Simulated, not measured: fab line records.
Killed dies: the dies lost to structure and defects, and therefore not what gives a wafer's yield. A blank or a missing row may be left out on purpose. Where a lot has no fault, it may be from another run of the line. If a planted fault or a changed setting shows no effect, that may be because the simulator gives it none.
Chamber matching || flow sky130 || rie diel-03 running SKY_VIA3_ETCH_14: 4 sister chambers
The step etches BARC in N2/H2, stops on SiO2, time 45.9 s, target depth 60 nm. 8 wafers are shown with their chamber, then 7 later ones without.

== WAFERS WITH THEIR CHAMBER ==
{"wafer": "L315.1", "chamber": 0, "drypump motor current A (A)": 6.0, "oes product au (a.u.)": 0.861}
{"wafer": "L315.2", "chamber": 2, "drypump motor current A (A)": 4.8, "oes product au (a.u.)": 0.847}
{"wafer": "L317.2", "chamber": 2, "drypump motor current A (A)": 4.7, "oes product au (a.u.)": 0.856}
{"wafer": "L317.6", "chamber": 0, "drypump motor current A (A)": 6.0, "oes product au (a.u.)": 0.851}
{"wafer": "L318.1", "chamber": 3, "drypump motor current A (A)": 5.2, "oes product au (a.u.)": 0.847}
{"wafer": "L318.5", "chamber": 1, "drypump motor current A (A)": 6.0, "oes product au (a.u.)": 0.856}
{"wafer": "L324.2", "chamber": 3, "drypump motor current A (A)": 5.2, "oes product au (a.u.)": 0.854}
{"wafer": "L324.3", "chamber": 1, "drypump motor current A (A)": 6.1, "oes product au (a.u.)": 0.858}

== WAFERS WITH NO CHAMBER GIVEN ==
{"wafer": "L324.4", "drypump motor current A (A)": 6.0, "oes product au (a.u.)": 0.854}
{"wafer": "L329.3", "drypump motor current A (A)": 5.2, "oes product au (a.u.)": 0.855}
{"wafer": "L329.4", "drypump motor current A (A)": 4.7, "oes product au (a.u.)": 0.847}
{"wafer": "L329.5", "drypump motor current A (A)": 6.0, "oes product au (a.u.)": 0.852}
{"wafer": "L331.2", "drypump motor current A (A)": 5.2, "oes product au (a.u.)": 0.860}
{"wafer": "L331.3", "drypump motor current A (A)": 4.7, "oes product au (a.u.)": 0.854}
{"wafer": "L331.4", "drypump motor current A (A)": 6.0, "oes product au (a.u.)": 0.845}

== WHICH CHAMBER EACH ONE RAN IN ==
{"wafer": "L324.4", "from the rows above": "can't be placed: 0 or 1", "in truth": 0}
{"wafer": "L329.3", "from the rows above": 3, "in truth": 3}
{"wafer": "L329.4", "from the rows above": 2, "in truth": 2}
{"wafer": "L329.5", "from the rows above": "can't be placed: 0 or 1", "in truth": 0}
{"wafer": "L331.2", "from the rows above": 3, "in truth": 3}
{"wafer": "L331.3", "from the rows above": 2, "in truth": 2}
{"wafer": "L331.4", "from the rows above": "can't be placed: 0 or 1", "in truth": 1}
4 of 7 placed correctly. Cannot be placed on the basis of these rows: 3; the candidates contain the true chamber in 3. Wrongly placed: 0.
How it was worked out, from the rows above alone: a wafer's distance from a chamber is the root of the sum, over the readings, of the square of ((its reading less the chamber's mean) divided by the reading's scatter). If the next closest chamber is less than 2 further off than the closest, the wafer can't be placed; otherwise it belongs to the closest. The mean given for a chamber averages the wafers shown for that chamber. How the scatter is found: for the shown wafers, subtract from each reading the mean of its chamber, square and add these, divide the total by (wafers less chambers), then take the root.
